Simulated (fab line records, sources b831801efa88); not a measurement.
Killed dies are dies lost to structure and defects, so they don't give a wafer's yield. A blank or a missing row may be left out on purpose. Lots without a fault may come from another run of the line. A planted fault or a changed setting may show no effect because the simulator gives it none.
fab line records | flow sky130
record lots=6 wafers=18 last_day=49
route steps=708 shown LDD_P@263 LDD_HVN@267 PAD_OPEN@708
lots that met no fault: from a run of the same line without faults
start_h: hours from the record's first day to the start of the lot's first wafer shown | wait_h: hours since the lot's step before | " the same as in the row above | L1.1+2: a row that stands for several wafers | - no value, or no start given | * or withheld: withheld | < > ~ a bound
route shown NAME@n: a module of which the file shows steps, and the number in the route of the first | usual: mean/standard deviation of fault-free wafers | same: alike in all rows | chamber/n: place in a boat | sites: the reading at each site | _std_site: their standard deviation | _edge_site: outer sites' mean less inner sites' | radius_mm: how far each site lies from the wafer's centre | mask NAME#n: copy n | behind: the tool/chamber that last shaped the wafer | hold: why the lot was held/for how many hours/how that ended | device: the transistor (n, p or np) that didn't switch | end of line: the same wafers' tests at the end of the route | a step without rows: its recipe alone | killed: dies lost to structure and defects at the first sort, not the wafer's yield | map: a wafer's dies, x killed, . not, _ none there
set.NAME: the setting as run; set.NAME@STEP: as run at that earlier step | model.NAME: the simulator's own value behind a step, which no gauge read
lots at some steps of the route; a table a step, a row a wafer
services: from which hour (start_h, from the record's first day; less than 0 if before it) a tool's chamber was out of use, for how many hours, and why
## steps
# step SKY_LDD_P_OVL_MEAS_08
# usual LDD_P_OVL=-0.1/1.2
# columns lot.wafer tool chamber start_h wait_h LDD_P_OVL[nm]
L559.4 overlay-02 - 444.09 0.1 -0.5
L559.5 " - " " -0.7
L559.6 " - " " -1.4
L561.1 overlay-02 - 452.07 0.1 -0.4
L561.2 " - " " -2.0
L561.3 " - " " -1.3
L566.1 overlay-01 - 506.12 0.1 1.1
L566.2 " - " " 0.5
L566.4 " - " " 0.4
L570.1 overlay-02 - 537.17 0.1 -2.3
L570.4 " - " " -1.6
L570.6 " - " " 0.1
L575.2 overlay-01 - 579.92 0.1 1.5
L575.4 " - " " 0.8
L575.5 " - " " 2.1
L577.3 overlay-01 - 598.78 0.1 -1.6
L577.4 " - " " -1.1
L577.5 " - " " -1.8
# step SKY_LDD_P_IMPLANT_09
# recipe species=BF2 energy_kev=25 dose_cm2=1e+13 tilt_deg=withheld
# step SKY_LDD_P_STRIP_10
# recipe chemistry=O2/N2 power_w=1400 pressure_mtorr=1500 platen_temp_c=withheld o2_flow_sccm=3000 n2_flow_sccm=300 overash_fraction=0.5
# usual drypump_motor_current_A=5.79/0.29 n2_flow_sccm=299.9/0.79 o2_flow_sccm=2999/9.1 oes_product_au=0.716/0.0052 strip_time_to_endpoint_s=14.19/0.048
# columns lot.wafer tool chamber start_h wait_h drypump_motor_current_A n2_flow_sccm o2_flow_sccm oes_product_au rf_hours_counter_h strip_time_to_endpoint_s
L559.4 plasma_asher-03 0 444.29 0.1 5.98 300.5 2994 0.719 - 14.20
L559.5 " 1 " " 5.89 300.8 3005 0.720 - 14.17
L559.6 " 0 " " 5.98 300.3 3004 0.711 - 14.17
L561.1 plasma_asher-03 0 452.25 0.1 5.98 299.2 3004 0.715 77 14.24
L561.2 " 1 " " 5.86 300.6 2994 0.715 77 14.25
L561.3 " 0 " " 5.97 299.7 2997 0.715 - 14.28
L566.1 plasma_asher-04 1 506.30 0.1 5.03 298.9 2997 0.721 8 14.12
L566.2 " 0 " " 5.73 299.7 2985 0.721 8 14.19
L566.4 " 1 " " 5.01 298.1 2995 0.709 - 14.18
L570.1 plasma_asher-02 0 537.35 0.1 6.05 299.7 3005 0.726 67 14.19
L570.4 " 1 " " 5.69 299.0 2999 0.720 - 14.17
L570.6 " 0 " " 6.06 300.5 2999 0.722 - 14.22
L575.2 plasma_asher-04 1 580.10 0.1 5.03 300.4 2994 0.710 15 14.13
L575.4 " 0 " " 5.72 299.6 2993 0.708 - 14.12
L575.5 " 0 " " 5.75 298.8 2994 0.711 - 14.18
L577.3 plasma_asher-03 1 598.99 0.1 5.87 301.0 2991 0.711 - 14.24
L577.4 " 0 " " 5.96 299.8 2996 0.719 - 14.21
L577.5 " 1 " " 5.85 300.4 2995 0.714 - 14.20
# step SKY_LDD_P_TW_MEAS_11
# usual LDD_P_TW=633/7.7
# columns lot.wafer tool chamber start_h wait_h LDD_P_TW
L559.4 film_metro-04 - 444.38 0.1 636
L559.5 " - " " 639
L559.6 " - " " 638
L561.1 film_metro-02 - 452.35 0.1 628
L561.2 " - " " 627
L561.3 " - " " 622
L566.1 film_metro-02 - 506.40 0.1 623
L566.2 " - " " 620
L566.4 " - " " 621
L570.1 film_metro-04 - 537.45 0.1 642
L570.4 " - " " 642
L570.6 " - " " 646
L575.2 film_metro-03 - 580.21 0.1 636
L575.4 " - " " 641
L575.5 " - " " 639
L577.3 film_metro-02 - 599.07 0.1 624
L577.4 " - " " 623
L577.5 " - " " 626
# step SKY_LDD_HVN_DEHYDRATE_00
# recipe temp_c=200 time_s=60
# step SKY_LDD_HVN_HMDS_01
# recipe prime_time_s=60 prime_temp_c=120
# step SKY_LDD_HVN_COAT_02
# recipe resist=NOVOLAK spin_rpm=3000 resist_thk_nm=300
# step SKY_LDD_HVN_SOFTBAKE_03
# recipe temp_c=90 time_s=60 resist=NOVOLAK
# step SKY_LDD_HVN_EXPOSE_04
# recipe mask_id=HVNTM na=0.6 source_shape=conventional sigma_outer=0.6 polarization=unpolarized target_cd_nm=700 dose_mj=127
# step SKY_LDD_HVN_PEB_05
# recipe temp_c=withheld time_s=* resist=NOVOLAK
# step SKY_LDD_HVN_DEVELOP_06
# recipe resist=NOVOLAK developer=TMAH develop_time_s=60 dev_temp_c=23
# step SKY_LDD_HVN_OVL_MEAS_07
# usual LDD_HVN_OVL=0.4/1.4
# columns lot.wafer tool chamber start_h wait_h LDD_HVN_OVL[nm]
L559.4 overlay-02 - 474.82 0.1 0.6
L559.5 " - " " -1.6
L559.6 " - " " -1.4
L561.1 overlay-01 - 481.80 0.1 1.6
L561.2 " - " " 1.7
L561.3 " - " " 2.8
L566.1 overlay-01 - 536.66 0.1 3.6
L566.2 " - " " 4.0
L566.4 " - " " 3.7
L570.1 overlay-02 - 567.62 0.1 1.0
L570.4 " - " " 0.3
L570.6 " - " " 0.2
L575.2 overlay-02 - 608.81 0.1 -0.7
L575.4 " - " " 0.4
L575.5 " - " " 0.8
L577.3 overlay-02 - 627.72 0.1 0.4
L577.4 " - " " 0.6
L577.5 " - " " 0.6
# step SKY_LDD_HVN_IMPLANT_08
# recipe species=P energy_kev=60 dose_cm2=3e+13 tilt_deg=40
# usual beam_energy_keV=59.997/0.02
# columns lot.wafer tool chamber start_h wait_h beam_energy_keV model.implant.rp_nm model.implant.drp_nm
L559.4 implanter-02 0 474.92 0.1 59.977 53.99 28.15
L559.5 " 0 " " 59.971 53.99 28.15
L559.6 " 0 " " 59.947 53.99 28.15
L561.1 implanter-02 0 481.83 0.0 60.013 57.73 28.15
L561.2 " 0 " " 59.981 57.73 28.15
L561.3 " 0 " " 60.014 57.73 28.15
L566.1 implanter-02 0 536.69 0.0 60.001 57.06 28.15
L566.2 " 0 " " 59.987 57.06 28.15
L566.4 " 0 " " 59.992 57.06 28.15
L570.1 implanter-03 0 567.66 0.0 60.005 57.07 28.15
L570.4 " 0 " " 59.993 57.07 28.15
L570.6 " 0 " " 59.974 57.07 28.15
L575.2 implanter-03 0 608.87 0.0 69.512 67.11 32.03
L575.4 " 0 " " 69.489 67.11 32.03
L575.5 " 0 " " 69.545 67.11 32.03
L577.3 implanter-03 0 627.79 0.1 69.517 65.52 32.03
L577.4 " 0 " " 69.486 65.52 32.03
L577.5 " 0 " " 69.499 65.52 32.03
# step SKY_LDD_HVN_STRIP_09
# recipe chemistry=O2/N2 power_w=1400 pressure_mtorr=1500 platen_temp_c=withheld o2_flow_sccm=3000 n2_flow_sccm=300 overash_fraction=0.5
# usual drypump_motor_current_A=5.79/0.23 n2_flow_sccm=299.7/0.88 o2_flow_sccm=2999/8.4 oes_product_au=0.409/0.0045 strip_time_to_endpoint_s=4.133/0.014
# columns lot.wafer tool chamber start_h wait_h drypump_motor_current_A n2_flow_sccm o2_flow_sccm oes_product_au rf_hours_counter_h strip_time_to_endpoint_s
L559.4 plasma_asher-02 0 475.02 0.1 6.04 299.1 2992 0.413 - 4.164
L559.5 " 1 " " 5.69 300.4 2994 0.414 - 4.159
L559.6 " 0 " " 6.01 299.2 2999 0.402 - 4.154
L561.1 plasma_asher-02 1 481.98 0.1 5.71 300.5 2997 0.406 61 4.148
L561.2 " 0 " " 6.07 299.3 3005 0.405 61 4.174
L561.3 " 0 " " 6.03 300.0 3007 0.406 - 4.167
L566.1 plasma_asher-01 1 536.84 0.1 5.79 299.2 3010 0.412 42 4.149
L566.2 " 0 " " 5.89 301.4 3003 0.404 42 4.126
L566.4 " 1 " " 5.81 299.6 3022 0.408 - 4.139
L570.1 plasma_asher-01 0 567.81 0.1 5.86 301.0 3018 0.409 45 4.145
L570.4 " 1 " " 5.78 299.4 3001 0.401 - 4.150
L570.6 " 1 " " 5.79 298.8 2996 0.417 - 4.166
L575.2 plasma_asher-02 1 608.99 0.1 5.71 300.0 2998 0.407 73 4.135
L575.4 " 1 " " 5.70 299.5 2999 0.408 - 4.113
L575.5 " 1 " " 5.71 299.1 3008 0.401 - 4.120
L577.3 plasma_asher-02 1 627.92 0.1 5.73 300.2 2985 0.406 - 4.128
L577.4 " 0 " " 6.04 299.4 3003 0.409 - 4.119
L577.5 " 1 " " 5.72 299.5 3002 0.404 - 4.109
# step SKY_LDD_HVN_TW_MEAS_10
# usual LDD_HVN_TW=1442/7.5
# columns lot.wafer tool chamber start_h wait_h hold LDD_HVN_TW
L559.4 film_metro-03 - 475.12 0.1 - 1440
L559.5 " - " " - 1439
L559.6 " - " " - 1427
L561.1 film_metro-01 - 482.08 0.1 - 1443
L561.2 " - " " - 1443
L561.3 " - " " - 1442
L566.1 film_metro-04 - 536.94 0.1 - 1450
L566.2 " - " " - 1443
L566.4 " - " " - 1456
L570.1 film_metro-01 - 567.91 0.1 - 1434
L570.4 " - " " - 1441
L570.6 " - " " - 1431
L575.2 film_metro-01 - 609.10 0.1 await_dispo/0.2h/release 1493
L575.4 " - " " await_dispo/0.2h/release 1491
L575.5 " - " " await_dispo/0.2h/release 1492
L575.2 film_metro-01 - 609.33 0.2 - 1495
L575.4 " - " " - 1493
L575.5 " - " " - 1496
L577.3 film_metro-03 - 628.01 0.1 await_dispo/0.2h/release 1498
L577.4 " - " " await_dispo/0.2h/release 1508
L577.5 " - " " await_dispo/0.2h/release 1495
L577.3 film_metro-03 - 628.24 0.2 - 1493
L577.4 " - " " - 1505
L577.5 " - " " - 1505
# step SKY_PAD_OPEN_PROBE_99
# usual killed_at_M0_to_M3=41/6.2 killed_at_M4_up=3.0/1.7 killed_at_contacts=25/5.8 killed_at_front_end=16/4.5 killed_at_other=0.2/0.42 killed_dies=85/8.4 killed_open=46/5.9 killed_short=39/6.3
# same gross_dies=492 killed_at_back_side=0
# columns lot.wafer tool chamber start_h wait_h killed_at_M0_to_M3 killed_at_M4_up killed_at_contacts killed_at_front_end killed_at_other killed_dies killed_open killed_short model.etest.tip_n_5v.rs_ohm_sq model.etest.nfet_g5v0d10v5.vt_sat_v model.etest.nfet_g5v0d10v5.vt_v
L559.4 prober-02 - 1083.34 0.2 38 4 22 19 0 83 45 38 1402 0.7574 0.8148
L559.5 prober-02 - 1083.39 0.2 50 6 18 16 0 90 49 41 1411 0.7619 0.8194
L559.6 prober-02 - 1083.44 0.2 43 6 23 20 1 93 48 45 1405 0.759 0.8146
L561.1 prober-02 - 1090.57 0.1 52 3 15 22 0 92 41 51 1364 0.7623 0.8195
L561.2 prober-02 - 1090.62 0.1 38 4 36 18 1 97 49 48 1362 0.7515 0.8102
L561.3 prober-02 - 1090.67 0.2 44 1 23 19 0 87 58 29 1354 0.7582 0.8157
L566.1 prober-01 - 1126.39 0.1 42 3 36 16 0 97 59 35 1362 0.7474 0.8076
L566.2 prober-01 - 1126.44 0.1 43 1 23 9 0 76 33 43 1372 0.7606 0.8209
L566.4 prober-01 - 1126.54 0.2 41 3 24 13 0 81 42 37 1360 0.7553 0.8182
L570.1 prober-01 - 1145.96 0.1 47 2 27 16 0 92 50 42 1386 0.7678 0.823
L570.4 prober-01 - 1146.11 0.2 41 7 23 21 0 92 48 44 1388 0.767 0.8226
L570.6 prober-01 - 1146.21 0.2 41 3 20 23 0 87 55 32 1385 0.7596 0.816
L575.2 prober-02 - 1172.11 0.1 37 4 31 10 0 82 51 31 1275 0.7284 0.8043
L575.4 prober-02 - 1172.21 0.2 42 2 18 14 0 76 39 37 1284 0.7386 0.8165
L575.5 prober-02 - 1172.26 0.2 42 5 22 16 0 85 49 35 1272 0.7291 0.8035
L577.3 prober-02 - 1181.71 0.2 34 3 21 16 1 75 44 31 1299 0.7315 0.8037
L577.4 prober-02 - 1181.76 0.2 30 2 22 15 0 69 39 30 1310 0.7358 0.8053
L577.5 prober-02 - 1181.81 0.2 34 2 22 14 0 72 46 26 1289 0.7256 0.7958
# killed by level:class
L559.4 VIA1:geometric_particle:open=7 VIA3:geometric_particle:open=7 VIA2:geometric_particle:open=6 CONTACT:geometric_particle:open=5 POLY_GATE:geometric_particle:open=5 POLY_GATE:geometric_particle:short=5 LOCAL_INTERCONNECT:geometric_particle:short=5 FIELD_ISO:geometric_particle:short=4
L559.5 VIA1:geometric_particle:open=13 VIA3:geometric_particle:open=11 METAL1:geometric_particle:short=8 CONTACT:geometric_particle:open=6 LOCAL_INTERCONNECT:geometric_particle:short=5 VIA2:geometric_particle:open=5 POLY_GATE:geometric_particle:short=4 LI_CONTACT:geometric_particle:open=4
L559.6 CONTACT:geometric_particle:open=13 VIA1:geometric_particle:open=11 POLY_GATE:geometric_particle:short=6 VIA1:geometric_particle:short=5 VIA3:geometric_particle:open=5 VIA2:geometric_particle:open=5 FIELD_ISO:geometric_particle:short=4 METAL3:geometric_particle:short=4
L561.1 VIA1:geometric_particle:open=12 METAL2:geometric_particle:short=9 FIELD_ISO:geometric_particle:short=8 METAL1:geometric_particle:short=7 LI_CONTACT:geometric_particle:open=6 VIA3:geometric_particle:open=6 VIA2:geometric_particle:open=5 POLY_GATE:geometric_particle:short=4
L561.2 CONTACT:geometric_particle:open=13 VIA1:geometric_particle:open=10 LI_CONTACT:geometric_particle:open=8 METAL2:geometric_particle:short=6 LI_CONTACT:geometric_particle:short=5 METAL1:geometric_particle:short=5 CONTACT:geometric_particle:short=5 FIELD_ISO:geometric_particle:open=4
L561.3 VIA1:geometric_particle:open=14 LI_CONTACT:geometric_particle:open=12 CONTACT:geometric_particle:open=7 VIA3:geometric_particle:open=7 POLY_GATE:geometric_particle:open=6 METAL1:geometric_particle:short=6 POLY_GATE:geometric_particle:short=5 VIA2:geometric_particle:open=5
L566.1 CONTACT:geometric_particle:open=17 VIA1:geometric_particle:open=8 LI_CONTACT:geometric_particle:open=8 VIA2:geometric_particle:open=8 VIA1:geometric_particle:short=6 VIA3:geometric_particle:open=6 POLY_GATE:geometric_particle:open=5 CONTACT:geometric_particle:short=5
L566.2 METAL2:geometric_particle:short=11 METAL1:geometric_particle:short=8 VIA1:geometric_particle:open=7 LI_CONTACT:geometric_particle:open=5 CONTACT:geometric_particle:open=5 VIA3:geometric_particle:open=5 CONTACT:geometric_particle:short=4 VIA1:geometric_particle:short=4
L566.4 CONTACT:geometric_particle:open=9 VIA1:geometric_particle:open=9 LI_CONTACT:geometric_particle:open=8 METAL1:geometric_particle:short=8 METAL2:geometric_particle:short=7 POLY_GATE:geometric_particle:open=5 VIA2:geometric_particle:open=5 LI_CONTACT:geometric_particle:short=4
L570.1 VIA1:geometric_particle:open=14 CONTACT:geometric_particle:open=11 VIA1:geometric_particle:short=7 VIA2:geometric_particle:open=7 FIELD_ISO:geometric_particle:short=6 FIELD_ISO:geometric_particle:open=4 LOCAL_INTERCONNECT:geometric_particle:short=4 LOCAL_INTERCONNECT:geometric_particle:open=4
L570.4 CONTACT:geometric_particle:open=10 VIA1:geometric_particle:open=9 FIELD_ISO:geometric_particle:open=7 METAL4:geometric_particle:short=7 LI_CONTACT:geometric_particle:open=6 VIA3:geometric_particle:open=6 METAL2:geometric_particle:short=6 FIELD_ISO:geometric_particle:short=5
L570.6 FIELD_ISO:geometric_particle:open=13 VIA1:geometric_particle:open=11 CONTACT:geometric_particle:open=9 VIA3:geometric_particle:open=7 LI_CONTACT:geometric_particle:open=6 FIELD_ISO:geometric_particle:short=5 VIA1:geometric_particle:short=5 METAL1:geometric_particle:short=4
L575.2 CONTACT:geometric_particle:open=13 VIA1:geometric_particle:open=10 LI_CONTACT:geometric_particle:open=7 VIA2:geometric_particle:open=5 VIA1:geometric_particle:short=5 VIA3:geometric_particle:open=5 LOCAL_INTERCONNECT:geometric_particle:short=4 CONTACT:geometric_particle:short=4
L575.4 VIA2:geometric_particle:open=10 CONTACT:geometric_particle:open=7 CONTACT:geometric_particle:short=5 VIA1:geometric_particle:short=5 VIA3:geometric_particle:short=5 VIA3:geometric_particle:open=5 POLY_GATE:geometric_particle:short=4 VIA1:geometric_particle:open=4
L575.5 VIA1:geometric_particle:open=11 CONTACT:geometric_particle:open=7 METAL2:geometric_particle:short=7 LI_CONTACT:geometric_particle:open=6 FIELD_ISO:geometric_particle:open=5 VIA2:geometric_particle:open=5 POLY_GATE:geometric_particle:open=4 CONTACT:geometric_particle:short=4
L577.3 CONTACT:geometric_particle:open=7 FIELD_ISO:geometric_particle:open=6 METAL1:geometric_particle:short=6 VIA1:geometric_particle:open=6 VIA3:geometric_particle:open=6 POLY_GATE:geometric_particle:open=5 LI_CONTACT:geometric_particle:open=4 LOCAL_INTERCONNECT:geometric_particle:short=4
L577.4 CONTACT:geometric_particle:open=10 VIA1:geometric_particle:open=7 FIELD_ISO:geometric_particle:open=5 LI_CONTACT:geometric_particle:open=4 VIA1:geometric_particle:short=4 VIA2:geometric_particle:open=4 METAL3:geometric_particle:short=4 VIA3:geometric_particle:open=4
L577.5 CONTACT:geometric_particle:open=11 VIA1:geometric_particle:open=11 VIA2:geometric_particle:open=7 FIELD_ISO:geometric_particle:short=4 LI_CONTACT:geometric_particle:open=4 POLY_GATE:geometric_particle:short=3 LOCAL_INTERCONNECT:geometric_particle:short=3 METAL2:geometric_particle:open=3
## services
# columns tool chamber start_h hours kind
plasma_asher-04 - 421.25 9.0 pm
plasma_asher-04 0 421.25 9.0 vent_cycle
plasma_asher-04 1 421.25 9.0 vent_cycle
plasma_asher-04 0 430.25 - clean
plasma_asher-04 1 430.25 - clean
implanter-02 - 459.08 4.2 pm
plasma_asher-03 - 463.42 3.6 repair
implanter-03 - 469.11 3.1 repair
implanter-02 - 470.16 1.2 repair
plasma_asher-03 - 485.36 4.7 repair
implanter-03 - 494.73 2.3 pm
plasma_asher-03 - 500.66 2.8 pm
implanter-03 - 521.57 4.2 repair
plasma_asher-01 - 542.74 1.5 repair
implanter-02 - 552.35 4.2 repair
implanter-03 - 559.19 1.7 repair
plasma_asher-02 - 585.15 2.8 pm
implanter-02 - 586.41 3.4 repair
plasma_asher-02 - 599.15 7.2 repair
plasma_asher-01 - 626.76 2.8 pm
## key
first_sign step=SKY_LDD_HVN_IMPLANT_08 reading=beam_energy_keV direction=up sigmas=99+ usual=* struck=*
effect step=SKY_LDD_HVN_TW_MEAS_10 reading=visit direction=added
effect step=SKY_LDD_HVN_TW_MEAS_10 reading=LDD_HVN_TW direction=up sigmas=7.1 usual=1442 struck=1496
model_effect step=SKY_LDD_HVN_IMPLANT_08 value=implant.rp_nm without=57.02 struck=66.31
model_effect step=SKY_PAD_OPEN_PROBE_99 value=etest.tip_n_5v.rs_ohm_sq without=1372 struck=1288
met_at SKY_LDD_HVN_IMPLANT_08
struck_wafers L575.2,L575.4,L575.5,L577.3,L577.4,L577.5
tester_left_out L575,L577
onset_between 567.66 608.87
fault kind=process_parameter_drift tool=implanter-03 chamber=- onset_h=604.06 steps=SKY_LDD_HVN_IMPLANT_08 channel=energy_kev offset=* shape=step end_h=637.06 acts_in=* stated=*
# tester_left_out: of these lots the tester's yield and bins aren't shown, on N5 and GAA mostly nor the transistor test; their killed dies are dies lost to structure and defects alone, not to doping, threshold or leakage, so they don't give the yield
